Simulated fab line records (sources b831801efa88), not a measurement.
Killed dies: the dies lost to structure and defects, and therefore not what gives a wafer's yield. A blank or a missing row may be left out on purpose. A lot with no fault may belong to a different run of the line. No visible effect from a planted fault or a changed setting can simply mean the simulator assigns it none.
fab line records | flow sky130
[record] lots = 6 | wafers = 18 | last_day = 50
route steps=708 shown VIA4@645 METAL5@661
lots that met no fault: from a run of the same line without faults
start_h: start of the lot's first displayed wafer, in hours after the record's first day | wait_h: how many hours have passed since the lot's step before this one | " identical to the entry in the row above | L1.1+2: a row that stands for several wafers | - no value present, or no start provided | * or withheld: withheld | < > ~ a bound
route shown NAME@n: names a module that has steps shown in the file, with the first one's number in the route | usual: the fault-free wafers' mean and standard deviation | same: alike in all rows | chamber/n: place in a boat | sites: each site's reading | _std_site: how widely they spread, as a standard deviation | _edge_site: the outer-site mean with the inner-site mean subtracted | radius_mm: for every site, how far away it sits from the centre of the wafer | mask NAME#n: copy n | behind: the most recent tool/chamber to have shaped the wafer | hold: cause of the lot's hold/its duration in hours/its outcome | device: the n, p or np transistor that did not switch | end of line: at the end of the route, the tests of the same wafers | where a step has no rows: the recipe by itself | killed: dies lost to structure and defects at the first sort, not the wafer's yield | map: a wafer's dies, marking killed ones x, the rest . and places with no die _
set.NAME: the setting that was run; set.NAME@STEP: the one run at that earlier step | model.NAME: the simulator's own value behind a step, which no gauge read
lots seen at some steps along the route; tables by step, rows by wafer
services: from which hour (start_h, from the record's first day; less than 0 if before it) a tool's chamber was out of use, for how many hours, and why
[[steps]]
[step SKY_VIA4_COAT_06]
[recipe] resist = NOVOLAK | spin_rpm = 3000 | resist_thk_nm = 1140
[step SKY_VIA4_SOFTBAKE_07]
[recipe] temp_c = 90 | time_s = 60 | resist = NOVOLAK
[step SKY_VIA4_EXPOSE_08]
[recipe] mask_id = VIM4 | na = 0.6 | source_shape = conventional | sigma_outer = 0.6 | polarization = unpolarized | target_cd_nm = 800 | dose_mj = 132
[step SKY_VIA4_PEB_09]
[recipe] temp_c = withheld | time_s = * | resist = NOVOLAK
[step SKY_VIA4_DEVELOP_10]
[recipe] resist = NOVOLAK | developer = TMAH | develop_time_s = 60 | dev_temp_c = 23
[step SKY_VIA4_OVL_MEAS_11]
[usual] VIA4_OVL = -0.1/1.3
lot.wafer | tool       | chamber | start_h | wait_h | VIA4_OVL[nm]
L461.1    | overlay-02 | -       | 1048.88 | 0.1    | -0.5
L461.4    | "          | -       | "       | "      | -0.4
L461.6    | "          | -       | "       | "      | 0.2
L463.1    | overlay-01 | -       | 1062.71 | 0.1    | -0.2
L463.4    | "          | -       | "       | "      | -0.7
L463.6    | "          | -       | "       | "      | -1.9
L464.1    | overlay-02 | -       | 1064.56 | 0.1    | 0.7
L464.4    | "          | -       | "       | "      | -0.9
L464.6    | "          | -       | "       | "      | 0.5
L466.1    | overlay-02 | -       | 1087.62 | 0.1    | 0.8
L466.5    | "          | -       | "       | "      | 1.5
L466.6    | "          | -       | "       | "      | 0.7
L474.2    | overlay-02 | -       | 1125.39 | 0.1    | -0.1
L474.4    | "          | -       | "       | "      | -0.8
L474.5    | "          | -       | "       | "      | -1.1
L477.2    | overlay-01 | -       | 1140.52 | 0.1    | -2.9
L477.4    | "          | -       | "       | "      | -0.4
L477.5    | "          | -       | "       | "      | -1.4
[step SKY_VIA4_ETCH_12]
[recipe] target = SiO2 | chemistry = C4F8/O2/Ar | stop_on = TiN | mask_material = NOVOLAK | source_w = 1500 | bias_w = 1200 | pressure_mtorr = 40 | c4f8_flow_sccm = withheld | O2_flow_sccm = 6 | Ar_flow_sccm = 300 | time_s = withheld | target_depth_a = 5800
[usual] chamber_pressure_mTorr = 40.00/0.036 | oes_product_au = 0.926/0.0044
lot.wafer | tool        | chamber | start_h | wait_h | chamber_pressure_mTorr | oes_product_au
L461.1    | rie_diel-02 | 3       | 1048.92 | 0.0    | 39.98                  | 0.925
L461.4    | "           | 1       | "       | "      | 39.96                  | 0.930
L461.6    | "           | 2       | "       | "      | 40.04                  | 0.922
L463.1    | rie_diel-02 | 1       | 1062.75 | 0.0    | 40.01                  | 0.931
L463.4    | "           | 3       | "       | "      | 39.97                  | 0.923
L463.6    | "           | 3       | "       | "      | 40.04                  | 0.929
L464.1    | rie_diel-01 | 1       | 1064.60 | 0.0    | 39.97                  | 0.924
L464.4    | "           | 1       | "       | "      | 40.00                  | 0.920
L464.6    | "           | 2       | "       | "      | 39.95                  | 0.923
L466.1    | rie_diel-01 | 1       | 1087.66 | 0.0    | 40.08                  | 0.923
L466.5    | "           | 1       | "       | "      | 39.98                  | 0.926
L466.6    | "           | 0       | "       | "      | 40.00                  | 0.925
L474.2    | rie_diel-04 | 2       | 1125.42 | 0.0    | 40.00                  | 0.925
L474.4    | "           | 3       | "       | "      | 39.98                  | 0.925
L474.5    | "           | 2       | "       | "      | 39.99                  | 0.928
L477.2    | rie_diel-04 | 0       | 1140.55 | 0.0    | 39.96                  | 0.920
L477.4    | "           | 1       | "       | "      | 39.98                  | 0.924
L477.5    | "           | 2       | "       | "      | 40.02                  | 0.927
[step SKY_VIA4_STRIP_13]
[recipe] chemistry = O2/N2 | power_w = 1400 | pressure_mtorr = 1500 | platen_temp_c = withheld | o2_flow_sccm = 3000 | n2_flow_sccm = 300 | overash_fraction = 0.5
[usual] chamber_pressure_mTorr = 1500.0/1.3 | drypump_motor_current_A = 5.98/0.27 | oes_product_au = 0.710/0.0047 | strip_time_to_endpoint_s = 12.78/0.037
[same] overash_fraction = 0.5
lot.wafer | tool            | chamber | start_h | wait_h | chamber_pressure_mTorr | drypump_motor_current_A | oes_product_au | rf_hours_counter_h | strip_time_to_endpoint_s
L461.1    | plasma_asher-03 | 1       | 1048.99 | -      | 1501.5                 | 5.54                    | 0.704          | 59                 | 12.76
L461.4    | "               | 0       | "       | "      | 1499.0                 | 6.15                    | 0.705          | -                  | 12.81
L461.6    | "               | 1       | "       | "      | 1500.2                 | 5.52                    | 0.715          | -                  | 12.79
L463.1    | plasma_asher-04 | 1       | 1062.82 | -      | 1498.8                 | 5.66                    | 0.706          | 97                 | 12.82
L463.4    | "               | 1       | "       | "      | 1499.3                 | 5.67                    | 0.707          | -                  | 12.75
L463.6    | "               | 1       | "       | "      | 1498.7                 | 5.68                    | 0.711          | -                  | 12.77
L464.1    | plasma_asher-01 | 0       | 1064.67 | -      | 1501.4                 | 6.13                    | 0.715          | 0                  | 12.75
L464.4    | "               | 0       | "       | "      | 1501.1                 | 6.14                    | 0.707          | -                  | 12.78
L464.6    | "               | 0       | "       | "      | 1497.3                 | 6.21                    | 0.705          | -                  | 12.80
L466.1    | plasma_asher-04 | 1       | 1087.73 | -      | 1499.1                 | 5.64                    | 0.711          | 99                 | 12.80
L466.5    | "               | 0       | "       | "      | 1500.5                 | 6.08                    | 0.700          | -                  | 12.79
L466.6    | "               | 1       | "       | "      | 1498.5                 | 5.64                    | 0.713          | -                  | 12.83
L474.2    | plasma_asher-04 | 1       | 1125.49 | -      | 1496.7                 | 5.64                    | 0.715          | 103                | 12.80
L474.4    | "               | 1       | "       | "      | 1498.4                 | 5.65                    | 0.720          | -                  | 12.79
L474.5    | "               | 0       | "       | "      | 1499.6                 | 6.06                    | 0.707          | -                  | 12.81
L477.2    | plasma_asher-01 | 1       | 1140.62 | -      | 1499.7                 | 6.25                    | 0.715          | 6                  | 12.73
L477.4    | "               | 1       | "       | "      | 1502.3                 | 6.25                    | 0.708          | -                  | 12.67
L477.5    | "               | 1       | "       | "      | 1497.7                 | 6.22                    | 0.708          | -                  | 12.76
[step SKY_VIA4_STRIP_14]
[recipe] chemistry = post_etch_residue_remover | time_s = 1200 | temp_c = 72.5
[step SKY_VIA4_CLEAN_15]
[recipe] chemistry = IPA | time_s = 180 | temp_c = 25
[step SKY_VIA4_CLEAN_16]
[recipe] chemistry = O3/DIW | dry = n2_spin
[step SKY_VIA4_SPUTTER_17]
[recipe] material = TiN | target_thk_nm = 20 | chamber_pressure_pa = 5 | power_w = 4000 | time_s = 80
[usual] throttle_valve_pct = 29.7/0.81
lot.wafer | tool           | chamber | start_h | wait_h | throttle_valve_pct
L461.1    | pvd_sputter-04 | -       | 1049.58 | 0.0    | 30.0
L461.4    | "              | -       | "       | "      | 30.7
L461.6    | "              | -       | "       | "      | 31.1
L463.1    | pvd_sputter-03 | -       | 1063.45 | 0.0    | 29.6
L463.4    | "              | -       | "       | "      | 29.3
L463.6    | "              | -       | "       | "      | 29.6
L464.1    | pvd_sputter-02 | -       | 1065.30 | 0.0    | 29.7
L464.4    | "              | -       | "       | "      | 28.8
L464.6    | "              | -       | "       | "      | 29.1
L466.1    | pvd_sputter-03 | -       | 1088.37 | 0.0    | 29.0
L466.5    | "              | -       | "       | "      | 30.1
L466.6    | "              | -       | "       | "      | 29.3
L474.2    | pvd_sputter-02 | -       | 1126.09 | 0.0    | 28.7
L474.4    | "              | -       | "       | "      | 29.9
L474.5    | "              | -       | "       | "      | 28.5
L477.2    | pvd_sputter-02 | -       | 1142.33 | 0.0    | 28.6
L477.4    | "              | -       | "       | "      | 29.2
L477.5    | "              | -       | "       | "      | 29.9
[step SKY_VIA4_CVD_18]
[recipe] material = W | target_thk_nm = 505 | time_s = 152.14 | temp_c = 400 | pressure_torr = 40
[usual] heater_power_w = 884/130 | susceptor_temp_C = 400.05/0.22
lot.wafer | tool     | chamber | start_h | wait_h | heater_power_w | susceptor_temp_C | model.W_of_VIA4_CVD_18.thk_nm
L461.1    | cvd_w-02 | 1       | 1049.64 | 0.0    | 767            | 399.86           | 507.7
L461.4    | "        | 0       | "       | "      | 904            | 400.40           | 498.2
L461.6    | "        | 1       | "       | "      | 787            | 400.03           | 510.7
L463.1    | cvd_w-02 | 1       | 1063.51 | 0.0    | 769            | 400.39           | 512
L463.4    | "        | 0       | "       | "      | 930            | 400.19           | 506
L463.6    | "        | 1       | "       | "      | 789            | 400.40           | 516.2
L464.1    | cvd_w-02 | 1       | 1065.36 | 0.0    | 774            | 399.92           | 514.4
L464.4    | "        | 0       | "       | "      | 901            | 393.88           | 451.9
L464.6    | "        | 0       | "       | "      | 892            | 393.64           | 453.5
L466.1    | cvd_w-02 | 1       | 1088.43 | 0.0    | 772            | 400.06           | 513.8
L466.5    | "        | 1       | "       | "      | 778            | 399.95           | 507.9
L466.6    | "        | 0       | "       | "      | 896            | 393.49           | 441.2
L474.2    | cvd_w-01 | 0       | 1126.15 | 0.0    | 773            | 400.20           | 497.7
L474.4    | "        | 0       | "       | "      | 767            | 400.21           | 507.3
L474.5    | "        | 0       | "       | "      | 748            | 400.10           | 505.9
L477.2    | cvd_w-02 | 0       | 1142.39 | 0.0    | 919            | 399.93           | 502.9
L477.4    | "        | 0       | "       | "      | 940            | 399.96           | 506.7
L477.5    | "        | 1       | "       | "      | 786            | 399.99           | 511.7
[step SKY_VIA4_RS_MEAS_19]
[recipe] thk_meas_gauge = four-point-probe | reads = W_of_VIA4_CVD_18+TiN_of_VIA4_SPUTTER_17
[usual] VIA4_W_RS = 0.2247/0.0027
lot.wafer | tool          | chamber | start_h | wait_h | VIA4_W_RS[ohm/sq]
L461.1    | film_metro-02 | -       | 1049.79 | 0.1    | 0.2256
L461.4    | "             | -       | "       | "      | 0.2295
L461.6    | "             | -       | "       | "      | 0.2244
L463.1    | film_metro-01 | -       | 1063.66 | 0.1    | 0.2239
L463.4    | "             | -       | "       | "      | 0.2260
L463.6    | "             | -       | "       | "      | 0.2221
L464.1    | film_metro-03 | -       | 1065.51 | 0.1    | 0.2221
L464.4    | "             | -       | "       | "      | 0.2529
L464.6    | "             | -       | "       | "      | 0.2518
L466.1    | film_metro-02 | -       | 1088.58 | 0.1    | 0.2223
L466.5    | "             | -       | "       | "      | 0.2255
L466.6    | "             | -       | "       | "      | 0.2597
L474.2    | film_metro-02 | -       | 1126.32 | 0.1    | 0.2298
L474.4    | "             | -       | "       | "      | 0.2253
L474.5    | "             | -       | "       | "      | 0.2260
L477.2    | film_metro-01 | -       | 1142.56 | 0.1    | 0.2271
L477.4    | "             | -       | "       | "      | 0.2261
L477.5    | "             | -       | "       | "      | 0.2235
[step SKY_VIA4_THK_MEAS_20]
[recipe] thk_meas_gauge = xrf | reads = W_of_VIA4_CVD_18
[usual] VIA4_W_THK = 513/7.6
lot.wafer | tool          | chamber | start_h | wait_h | VIA4_W_THK[nm]
L461.1    | film_metro-02 | -       | 1049.91 | 0.1    | 512
L461.4    | "             | -       | "       | "      | 504
L461.6    | "             | -       | "       | "      | 512
L463.1    | film_metro-01 | -       | 1063.78 | 0.1    | 523
L463.4    | "             | -       | "       | "      | 514
L463.6    | "             | -       | "       | "      | 527
L464.1    | film_metro-03 | -       | 1065.63 | 0.1    | 512
L464.4    | "             | -       | "       | "      | 449
L464.6    | "             | -       | "       | "      | 450
L466.1    | film_metro-02 | -       | 1088.70 | 0.1    | 515
L466.5    | "             | -       | "       | "      | 511
L466.6    | "             | -       | "       | "      | 441
L474.2    | film_metro-02 | -       | 1126.43 | 0.1    | 500
L474.4    | "             | -       | "       | "      | 508
L474.5    | "             | -       | "       | "      | 507
L477.2    | film_metro-01 | -       | 1142.67 | 0.1    | 517
L477.4    | "             | -       | "       | "      | 523
L477.5    | "             | -       | "       | "      | 527
[step SKY_VIA4_CMP_21]
[recipe] stop_on = SiO2 | t_overpolish_s = 25 | down_force_psi = 3.5 | platen_rpm = 60 | target_thk_nm = 0 | pad_velocity_m_s = 0.94248
[usual] motor_current_A = 11.2/0.84 | time_to_endpoint_s = 124/4.8
lot.wafer | tool   | chamber | start_h | wait_h | motor_current_A | time_to_endpoint_s
L461.1    | cmp-01 | 1       | 1050.50 | 0.6    | 11.5            | 114
L461.4    | "      | 3       | "       | "      | 11.5            | 120
L461.6    | "      | 1       | "       | "      | 11.6            | 111
L463.4    | cmp-02 | 0       | 1063.84 | 0.0    | 10.6            | 126
L463.1    | "      | 1       | "       | "      | 9.4             | 135
L463.6    | "      | 1       | "       | "      | 9.6             | 131
L464.4    | cmp-02 | 0       | 1065.69 | 0.0    | 11.3            | 111
L464.1    | "      | 3       | "       | "      | 10.7            | 134
L464.6    | "      | 0       | "       | "      | 11.0            | 108
L466.1    | cmp-02 | 1       | 1088.81 | 0.1    | 10.3            | 130
L466.5    | "      | 0       | "       | "      | 11.0            | 121
L466.6    | "      | 1       | "       | "      | 9.7             | 110
L474.4    | cmp-01 | 3       | 1126.48 | 0.0    | 11.5            | 120
L474.2    | "      | 2       | "       | "      | 11.1            | 121
L474.5    | "      | 3       | "       | "      | 11.5            | 123
L477.2    | cmp-01 | 3       | 1142.72 | 0.0    | 11.7            | 118
L477.4    | "      | 1       | "       | "      | 11.5            | 112
L477.5    | "      | 0       | "       | "      | 10.5            | 120
[step SKY_METAL5_SPUTTER_00]
[recipe] material = Ti | target_thk_nm = 15 | power_w = 3000 | time_s = 10 | chamber_pressure_pa = 0.4
[usual] throttle_valve_pct = 29.6/0.63
lot.wafer | tool           | chamber | start_h | wait_h | throttle_valve_pct
L461.1    | pvd_sputter-03 | -       | 1050.80 | 0.2    | 29.5
L461.4    | "              | -       | "       | "      | 29.9
L461.6    | "              | -       | "       | "      | 30.0
L463.1    | pvd_sputter-02 | -       | 1064.14 | 0.2    | 29.9
L463.4    | "              | -       | "       | "      | 29.5
L463.6    | "              | -       | "       | "      | 28.9
L464.1    | pvd_sputter-03 | -       | 1065.99 | 0.1    | 29.4
L464.4    | "              | -       | "       | "      | 29.6
L464.6    | "              | -       | "       | "      | 30.2
L466.1    | pvd_sputter-03 | -       | 1089.06 | 0.2    | 29.5
L466.5    | "              | -       | "       | "      | 29.3
L466.6    | "              | -       | "       | "      | 30.2
L474.2    | pvd_sputter-03 | -       | 1126.78 | 0.1    | 29.3
L474.4    | "              | -       | "       | "      | 29.4
L474.5    | "              | -       | "       | "      | 30.2
L477.2    | pvd_sputter-03 | -       | 1143.02 | 0.2    | 30.2
L477.4    | "              | -       | "       | "      | 29.8
L477.5    | "              | -       | "       | "      | 29.5
[[services]]
tool            | chamber | start_h | hours | kind
cvd_w-01        | -       | 1033.14 | 1.9   | repair
cmp-01          | -       | 1047.98 | 1.9   | repair
rie_diel-04     | 3       | 1052.17 | 9.8   | repair
plasma_asher-01 | -       | 1055.25 | 9.0   | pm
plasma_asher-01 | 0       | 1055.25 | 9.0   | vent_cycle
rie_diel-01     | 0       | 1061.07 | 9.2   | repair
rie_diel-04     | 1       | 1069.35 | 3.1   | repair
cmp-01          | -       | 1073.81 | 6.7   | pm
cmp-02          | -       | 1084.06 | 4.0   | pm
cmp-02          | -       | 1088.06 | -     | consumable_replace:conditioner
cmp-02          | -       | 1088.06 | -     | consumable_replace:pad
pvd_sputter-02  | 2       | 1094.70 | -     | consumable_replace:kit
pvd_sputter-02  | 2       | 1094.70 | 18.0  | scheduled_down
pvd_sputter-02  | 2       | 1094.70 | 18.0  | vent_cycle
rie_diel-02     | 0       | 1107.63 | 2.9   | repair
cmp-01          | -       | 1108.87 | 0.3   | repair
cvd_w-01        | -       | 1114.81 | 2.8   | repair
plasma_asher-01 | -       | 1116.96 | 13.4  | repair
rie_diel-02     | -       | 1122.95 | 0.2   | repair
pvd_sputter-02  | -       | 1123.17 | 2.2   | repair
pvd_sputter-03  | 3       | 1132.03 | -     | consumable_replace:kit
pvd_sputter-03  | 3       | 1132.03 | 18.0  | scheduled_down
pvd_sputter-03  | 3       | 1132.03 | 18.0  | vent_cycle
rie_diel-01     | 0       | 1142.36 | 3.6   | repair
[[key]]
[first_sign] step = SKY_VIA4_CVD_18 | reading = susceptor_temp_C | direction = down | sigmas = 29 | usual = * | struck = *
[effect] step = SKY_VIA4_RS_MEAS_19 | reading = VIA4_W_RS | direction = up | sigmas = 11 | usual = 0.2247 | struck = 0.2548
[effect] step = SKY_VIA4_THK_MEAS_20 | reading = VIA4_W_THK | direction = down | sigmas = 8.8 | usual = 513 | struck = 447
[effect] step = SKY_VIA4_CMP_21 | reading = time_to_endpoint_s | direction = down | sigmas = 2.8 | usual = * | struck = *
[model_effect] step = SKY_VIA4_CVD_18 | value = W_of_VIA4_CVD_18.thk_nm | without = 504.6 | struck = 448.8
met_at SKY_VIA4_CVD_18
struck_wafers L464.4,L464.6,L466.6
onset_between 1063.51 1065.36
[fault] kind = process_parameter_drift | tool = cvd_w-02 | chamber = 0 | onset_h = 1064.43 | steps = SKY_VIA4_CVD_18 | channel = temp_c | offset = * | shape = step | end_h = 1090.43 | acts_in = * | stated = *
